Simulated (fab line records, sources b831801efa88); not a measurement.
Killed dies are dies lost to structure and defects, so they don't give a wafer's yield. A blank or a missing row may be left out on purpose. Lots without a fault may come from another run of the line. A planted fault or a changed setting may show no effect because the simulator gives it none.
fab line records | flow sfq_line
record lots=5 wafers=15 last_day=87
route steps=325 shown L0@4 L0V@16 M0@28
lots that met no fault: from a run of the same line without faults
start_h: hours from the record's first day to the start of the lot's first wafer shown | wait_h: hours since the lot's step before | " the same as in the row above | L1.1+2: a row that stands for several wafers | - no value, or no start given | * or withheld: withheld | < > ~ a bound
route shown NAME@n: a module of which the file shows steps, and the number in the route of the first | usual: mean/standard deviation of fault-free wafers | same: alike in all rows | chamber/n: place in a boat | sites: the reading at each site | _std_site: their standard deviation | _edge_site: outer sites' mean less inner sites' | radius_mm: how far each site lies from the wafer's centre | mask NAME#n: copy n | behind: the tool/chamber that last shaped the wafer | hold: why the lot was held/for how many hours/how that ended | device: the transistor (n, p or np) that didn't switch | end of line: the same wafers' tests at the end of the route | a step without rows: its recipe alone | killed: dies lost to structure and defects at the first sort, not the wafer's yield | map: a wafer's dies, x killed, . not, _ none there
set.NAME: the setting as run; set.NAME@STEP: as run at that earlier step | model.NAME: the simulator's own value behind a step, which no gauge read
lots at some steps of the route; a table a step, a row a wafer
services: from which hour (start_h, from the record's first day; less than 0 if before it) a tool's chamber was out of use, for how many hours, and why
## steps
# step SFQ_L0_RS_MEAS_901
# recipe thk_meas_gauge=four-point-probe reads=MoNx_KI_of_TRILAYER_L0_DEP_SPUTTER_003
# usual L0_MONX_KI_RS=43.3/0.46
# columns lot.wafer tool chamber start_h wait_h L0_MONX_KI_RS[ohm/sq]
L215.2 film_metro-02 - 17.58 0.1 43.1
L215.4 " - " " 42.9
L215.6 " - " " 43.1
L220.2 film_metro-04 - 42.58 0.1 42.8
L220.4 " - " " 43.6
L220.6 " - " " 43.7
L231.3 film_metro-04 - 97.60 0.1 43.6
L231.5 " - " " 42.7
L231.6 " - " " 43.7
L232.1 film_metro-03 - 102.56 0.0 43.5
L232.4 " - " " 43.7
L232.5 " - " " 43.7
L236.3 film_metro-03 - 122.60 0.1 42.5
L236.5 " - " " 43.3
L236.6 " - " " 43.1
# step SFQ_L0_THK_MEAS_902
# recipe thk_meas_gauge=xrf reads=MoNx_KI_of_TRILAYER_L0_DEP_SPUTTER_003
# usual L0_MONX_KI_THK=40.4/0.48
# columns lot.wafer tool chamber start_h wait_h L0_MONX_KI_THK[nm]
L215.2 film_metro-02 - 17.69 0.1 40.4
L215.4 " - " " 40.6
L215.6 " - " " 40.5
L220.2 film_metro-04 - 42.69 0.1 41.0
L220.4 " - " " 40.2
L220.6 " - " " 40.1
L231.3 film_metro-04 - 97.70 0.1 40.2
L231.5 " - " " 41.1
L231.6 " - " " 39.9
L232.1 film_metro-03 - 102.68 0.1 40.1
L232.4 " - " " 40.1
L232.5 " - " " 40.2
L236.3 film_metro-03 - 122.70 0.1 41.2
L236.5 " - " " 40.3
L236.6 " - " " 40.8
# step SFQ_TRILAYER_L0_LITHO_COAT_010
# recipe resist=BARC spin_rpm=3000 resist_thk_nm=62
# step SFQ_TRILAYER_L0_LITHO_COAT_005
# recipe resist=KrF spin_rpm=3000 resist_thk_nm=600
# step SFQ_TRILAYER_L0_LITHO_SOFTBAKE_009
# recipe temp_c=withheld time_s=withheld resist=KrF
# step SFQ_TRILAYER_L0_LITHO_EXPOSE_006
# recipe mask_id=L0 na=0.6 source_shape=conventional sigma_outer=0.65 target_cd_nm=2000 dose_mj=14.4
# step SFQ_TRILAYER_L0_LITHO_PEB_008
# recipe peb_temp_c=115 peb_time_s=60 resist=KrF
# step SFQ_TRILAYER_L0_LITHO_DEVELOP_007
# recipe time_s=60 resist=KrF
# step SFQ_TRILAYER_L0_BARC_OPEN_METAL_ETCH_010
# recipe mask_material=PR chemistry=O2 target_depth_nm=125 target=BARC icp_w=600 bias_w=80 pressure_mtorr=10 time_s=41.7
# usual drypump_motor_current_A=5.90/0.29 oes_product_au=0.684/0.0045 rf_fwd_power_W=592.7/2.4
# columns lot.wafer tool chamber start_h wait_h drypump_motor_current_A oes_product_au rf_fwd_power_W rf_hours_counter_h
L215.2 rie_metal-01 0 89.91 0.1 5.59 0.681 589.7 105
L215.4 " 1 " " 5.61 0.686 590.6 -
L215.6 " 0 " " 5.58 0.687 588.3 -
L220.2 rie_metal-04 0 118.21 0.1 5.79 0.679 592.4 36
L220.4 " 0 " " 5.78 0.684 592.0 -
L220.6 " 0 " " 5.81 0.679 592.3 -
L231.3 rie_metal-03 0 176.67 0.1 6.38 0.686 594.0 -
L231.5 " 0 " " 6.40 0.675 593.2 -
L231.6 " 1 " " 6.03 0.689 595.8 -
L232.1 rie_metal-03 0 186.17 0.1 6.47 0.680 591.7 100
L232.4 " 1 " " 6.01 0.687 593.4 -
L232.5 " 1 " " 6.02 0.684 596.2 -
L236.3 rie_metal-01 1 219.70 0.1 5.61 0.680 596.7 -
L236.5 " 0 " " 5.59 0.679 587.8 -
L236.6 " 1 " " 5.60 0.682 594.6 -
# step SFQ_TRILAYER_L0_ETCH_METAL_ETCH_008
# recipe target=MoNx_KI stop_on=SiO2 mask_material=PR chemistry=SF6/O2 target_depth_nm=50 icp_w=600 bias_w=80 pressure_mtorr=10 time_s=25
# usual drypump_motor_current_A=5.90/0.29 oes_product_au=0.875/0.0073 rf_fwd_power_W=591/3.4
# columns lot.wafer tool chamber start_h wait_h drypump_motor_current_A oes_product_au rf_fwd_power_W rf_hours_counter_h
L215.2 rie_metal-01 0 89.97 0.0 5.60 0.878 585 105
L215.4 " 1 " " 5.64 0.882 589 -
L215.6 " 0 " " 5.59 0.884 586 -
L220.2 rie_metal-04 0 118.27 0.0 5.78 0.882 588 36
L220.4 " 0 " " 5.79 0.873 590 -
L220.6 " 0 " " 5.78 0.872 589 -
L231.3 rie_metal-03 0 176.72 0.0 6.47 0.874 590 -
L231.5 " 0 " " 6.49 0.884 588 -
L231.6 " 1 " " 6.04 0.871 593 -
L232.1 rie_metal-03 0 186.23 0.0 6.43 0.877 592 100
L232.4 " 1 " " 6.03 0.876 595 -
L232.5 " 1 " " 6.03 0.877 596 -
L236.3 rie_metal-01 1 219.76 0.0 5.60 0.882 591 -
L236.5 " 0 " " 5.56 0.874 590 -
L236.6 " 1 " " 5.59 0.879 589 -
# step SFQ_TRILAYER_L0_STRIP_STRIP_009
# recipe gas=O2 power_w=200 platen_temp_c=40 overash_fraction=0.65 chemistry=O2 pressure_mtorr=50
# usual drypump_motor_current_A=5.90/0.29 oes_product_au=1.000/0.0075
# columns lot.wafer tool chamber start_h wait_h drypump_motor_current_A oes_product_au rf_hours_counter_h
L215.2 rie_metal-01 0 90.02 0.0 5.58 0.997 105
L215.4 " 1 " " 5.61 1.007 -
L215.6 " 0 " " 5.59 0.996 -
L220.2 rie_metal-04 0 118.32 0.0 5.79 0.988 36
L220.4 " 0 " " 5.79 0.984 -
L220.6 " 0 " " 5.80 0.985 -
L231.3 rie_metal-03 0 176.95 0.2 6.44 0.988 -
L231.5 " 0 " " 6.44 0.998 -
L231.6 " 1 " " 6.00 0.992 -
L232.1 rie_metal-03 0 186.27 0.0 6.42 1.005 100
L232.4 " 1 " " 6.02 1.013 -
L232.5 " 1 " " 6.02 1.005 -
L236.3 rie_metal-01 1 219.99 0.2 5.61 0.993 -
L236.5 " 0 " " 5.57 0.991 -
L236.6 " 1 " " 5.59 0.997 -
# step SFQ_TRILAYER_L0_STRIP_SOLV_CLEAN_010
# recipe chemistry=NMP temp_c=70 time_s=600
# step SFQ_TRILAYER_L0_CAP_PECVD_011
# recipe material=SiO2 temp_c=150 time_s=13.333 pressure_torr=2.4 rf_w=183.3 precursor=SiH4/N2O target_thk_nm=60
# usual heater_power_w=77/12 rf_fwd_power_W=180.6/0.95 throttle_valve_pct=26.4/2.7
# columns lot.wafer tool chamber start_h wait_h heater_power_w rf_fwd_power_W throttle_valve_pct model.SiO2_of_TRILAYER_L0_CAP_PECVD_011.thk_nm
L215.2 pecvd-03 2 90.79 0.0 65 181.5 31.5 59.07
L215.4 " 0 " " 93 181.0 29.2 59.01
L215.6 " 1 " " 74 181.9 25.8 59.86
L220.2 pecvd-03 1 119.09 0.0 63 181.6 25.8 59.42
L220.4 " 1 " " 65 180.7 25.8 58.8
L220.6 " 2 " " 70 180.6 31.5 59.79
L231.3 pecvd-01 0 177.55 0.0 89 179.9 25.5 59.24
L231.5 " 1 " " 83 180.8 24.3 59.6
L231.6 " 0 " " 90 181.3 25.2 60.47
L232.1 pecvd-01 2 187.05 0.0 65 181.1 24.4 58.77
L232.4 " 2 " " 68 181.3 24.2 59.83
L232.5 " 1 " " 94 180.7 24.3 59.51
L236.3 pecvd-01 2 220.58 0.0 68 181.7 24.4 58.87
L236.5 " 2 " " 67 181.7 24.3 59.97
L236.6 " 0 " " 95 180.2 25.4 60.01
# step SFQ_TRILAYER_L0_VIA_LITHO_COAT_018
# recipe resist=BARC spin_rpm=3000 resist_thk_nm=62
# step SFQ_TRILAYER_L0_VIA_LITHO_COAT_013
# recipe resist=KrF spin_rpm=3000 resist_thk_nm=650
# step SFQ_TRILAYER_L0_VIA_LITHO_SOFTBAKE_017
# recipe temp_c=withheld time_s=withheld resist=KrF
# step SFQ_TRILAYER_L0_VIA_LITHO_EXPOSE_014
# recipe mask_id=L0V na=0.6 source_shape=conventional sigma_outer=0.65 target_cd_nm=700 dose_mj=21.3
# step SFQ_TRILAYER_L0_VIA_LITHO_PEB_016
# recipe peb_temp_c=115 peb_time_s=60 resist=KrF
# step SFQ_TRILAYER_L0_VIA_LITHO_DEVELOP_015
# recipe time_s=60 resist=KrF
# step SFQ_L0V_OVL_MEAS_903
# usual L0V_OVL=-2/4.3
# columns lot.wafer tool chamber start_h wait_h L0V_OVL[nm]
L215.2 overlay-01 - 165.85 0.1 5
L215.4 " - " " 2
L215.6 " - " " 4
L220.2 overlay-01 - 211.37 0.1 6
L220.4 " - " " 5
L220.6 " - " " 1
L231.3 overlay-01 - 288.02 0.1 -7
L231.5 " - " " -4
L231.6 " - " " 1
L232.1 overlay-01 - 298.58 0.1 -4
L232.4 " - " " -2
L232.5 " - " " 1
L236.3 overlay-02 - 333.31 0.1 1
L236.5 " - " " -6
L236.6 " - " " -2
# step SFQ_TRILAYER_L0_VIA_BARC_OPEN_VIA_ETCH_021
# recipe mask_material=PR chemistry=O2 target_depth_nm=125 target=BARC source_w=500 bias_w=80 pressure_mtorr=30 time_s=41.7
# usual drypump_motor_current_A=5.9/0.71 oes_product_au=0.685/0.0045 rf_fwd_power_W=493.5/2.2
# columns lot.wafer tool chamber start_h wait_h drypump_motor_current_A oes_product_au rf_fwd_power_W rf_hours_counter_h
L215.2 rie_diel-01 1 165.88 0.0 4.8 0.692 495.1 5
L215.4 " 2 " " 6.7 0.689 487.7 24
L215.6 " 2 " " 6.7 0.696 490.1 -
L220.2 rie_diel-04 0 211.40 0.0 5.3 0.687 491.6 88
L220.4 " 3 " " 6.6 0.684 493.3 124
L220.6 " 1 " " 5.3 0.685 496.2 -
L231.3 rie_diel-04 2 288.04 0.0 5.5 0.683 493.2 29
L231.5 " 3 " " 6.6 0.687 494.4 -
L231.6 " 2 " " 5.5 0.686 493.2 -
L232.1 rie_diel-04 0 298.62 0.0 5.3 0.688 488.0 90
L232.4 " 0 " " 5.3 0.689 488.7 -
L232.5 " 3 " " 6.6 0.682 495.0 -
L236.3 rie_diel-04 2 333.33 0.0 5.5 0.684 495.0 29
L236.5 " 0 " " 5.3 0.689 489.8 -
L236.6 " 3 " " 6.6 0.684 493.3 -
# step SFQ_TRILAYER_L0_VIA_ETCH_VIA_ETCH_016
# recipe target=SiO2 stop_on=MoNx_KI mask_material=PR chemistry=CHF3 target_depth_nm=80 source_w=500 bias_w=80 pressure_mtorr=30 time_s=withheld
# usual drypump_motor_current_A=5.9/0.71 oes_product_au=0.840/0.007 rf_fwd_power_W=494.6/1.9
# columns lot.wafer tool chamber start_h wait_h drypump_motor_current_A oes_product_au rf_fwd_power_W model.etch.depth_nm model.L0V.feature_depth_nm
L215.2 rie_diel-01 1 165.92 0.0 4.8 0.838 495.8 59.07 59.07
L215.4 " 2 " " 6.7 0.835 491.8 59.01 59.01
L215.6 " 2 " " 6.7 0.844 493.1 59.86 59.86
L220.2 rie_diel-04 0 211.44 0.0 5.4 0.840 493.0 59.42 59.42
L220.4 " 3 " " 6.6 0.832 496.5 58.8 58.8
L220.6 " 1 " " 5.3 0.837 495.5 59.79 59.79
L231.3 rie_diel-04 2 288.08 0.0 5.5 0.842 496.1 59.24 59.24
L231.5 " 3 " " 6.6 0.844 493.3 59.6 59.6
L231.6 " 2 " " 5.5 0.842 495.9 60.47 60.47
L232.1 rie_diel-04 0 298.66 0.0 5.3 0.826 493.1 58.77 58.77
L232.4 " 0 " " 5.4 0.842 493.8 59.83 59.83
L232.5 " 3 " " 6.6 0.844 497.1 59.51 59.51
L236.3 rie_diel-04 2 333.37 0.0 5.5 0.835 495.1 58.87 58.87
L236.5 " 0 " " 5.3 0.840 493.5 59.97 59.97
L236.6 " 3 " " 6.7 0.843 493.6 60.01 60.01
# step SFQ_TRILAYER_L0_VIA_STRIP_STRIP_017
# recipe gas=O2 power_w=200 platen_temp_c=40 overash_fraction=0.65 chemistry=O2 pressure_mtorr=50
# usual drypump_motor_current_A=5.85/0.3 oes_product_au=1.005/0.011
# columns lot.wafer tool chamber start_h wait_h drypump_motor_current_A oes_product_au rf_hours_counter_h
L215.2 rie_metal-02 0 165.97 - 5.71 1.019 64
L215.4 " 0 " " 5.71 1.012 -
L215.6 " 1 " " 5.38 1.029 -
L220.2 rie_metal-04 1 211.49 - 5.94 1.008 39
L220.4 " 0 " " 5.79 0.998 -
L220.6 " 1 " " 5.94 1.007 -
L231.3 rie_metal-04 1 288.33 - 5.94 1.001 -
L231.5 " 1 " " 5.93 1.004 -
L231.6 " 0 " " 5.77 0.997 -
L232.1 rie_metal-02 0 298.70 - 5.71 1.016 83
L232.4 " 0 " " 5.69 1.019 -
L232.5 " 0 " " 5.73 1.013 -
L236.3 rie_metal-02 0 333.82 - 5.74 1.012 -
L236.5 " 0 " " 5.70 1.014 -
L236.6 " 0 " " 5.68 1.019 -
# step SFQ_TRILAYER_L0_VIA_STRIP_SOLV_CLEAN_018
# recipe chemistry=NMP temp_c=70 time_s=600
# step SFQ_TRILAYER_M0_DEP_PRE_CLEAN_020
# recipe gas=Ar time_s=15 bias_v=250
# columns lot.wafer tool chamber start_h wait_h model.SiO2_of_TRILAYER_L0_CAP_PECVD_011.thk_nm
L215.2 pvd_sputter-04 - 166.76 0.0 54.07
L215.4 " - " " 54.01
L215.6 " - " " 54.86
L220.2 pvd_sputter-05 - 212.26 0.0 54.42
L220.4 " - " " 53.8
L220.6 " - " " 54.79
L231.3 pvd_sputter-05 - 288.90 0.0 54.24
L231.5 " - " " 54.6
L231.6 " - " " 55.47
L232.1 pvd_sputter-04 - 299.48 0.0 53.77
L232.4 " - " " 54.83
L232.5 " - " " 54.51
L236.3 pvd_sputter-06 - 334.79 0.0 53.87
L236.5 " - " " 54.97
L236.6 " - " " 55.01
# step SFQ_TRILAYER_M0_DEP_SPUTTER_019
# recipe material=Nb base_pressure_pa=1.33e-06 chamber_pressure_pa=0.1333 substrate_temp_c=20 resputter_cathode_voltage_v=400 target_thk_nm=200 power_w=2000 time_s=133.3
## services
# columns tool chamber start_h hours kind
rie_diel-01 1 77.48 4.2 repair
pvd_sputter-05 - 104.57 5.1 repair
rie_diel-01 1 119.96 6.1 repair
pecvd-03 - 131.25 0.2 repair
pecvd-03 - 166.69 2.8 pm
rie_diel-01 - 171.86 0.2 repair
pvd_sputter-04 - 172.52 4.8 repair
pecvd-03 2 176.88 2.5 repair
pvd_sputter-04 - 182.04 3.3 repair
rie_diel-01 1 183.59 4.4 repair
pvd_sputter-04 - 196.85 56.1 repair
rie_diel-01 2 198.07 2.2 repair
pvd_sputter-04 - 198.15 4.5 repair
pvd_sputter-04 - 198.71 1.7 repair
rie_diel-04 2 198.97 4.1 repair
pecvd-01 - 243.56 8.5 repair
rie_metal-03 - 243.90 2.8 pm
rie_metal-04 - 245.40 15.6 pm
rie_metal-01 - 247.88 2.8 pm
rie_diel-04 1 251.40 3.4 repair
pvd_sputter-04 - 265.13 2.6 repair
rie_diel-01 - 274.37 2.5 repair
rie_diel-04 2 296.02 5.6 repair
rie_metal-02 0 320.70 3.0 repair
## key
first_sign none at tools or gauges
model_effect step=SFQ_TRILAYER_L0_CAP_PECVD_011 value=SiO2_of_TRILAYER_L0_CAP_PECVD_011.thk_nm without=60.57 struck=59.3
model_effect step=SFQ_TRILAYER_L0_VIA_ETCH_VIA_ETCH_016 value=etch.depth_nm without=60.57 struck=59.3
model_effect step=SFQ_TRILAYER_M0_DEP_PRE_CLEAN_020 value=SiO2_of_TRILAYER_L0_CAP_PECVD_011.thk_nm without=55.57 struck=54.3
met_at SFQ_TRILAYER_L0_CAP_PECVD_011
struck_wafers L220.4,L220.6
onset_between 90.79 119.09
fault kind=process_parameter_drift tool=pecvd-03 chamber=- onset_h=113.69 steps=SFQ_TRILAYER_L0_CAP_PECVD_011 channel=target_thk_nm offset=-1.2606 shape=step end_h=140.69 scope=struck_wafers_only acts_in=these_recipes_only stated=60
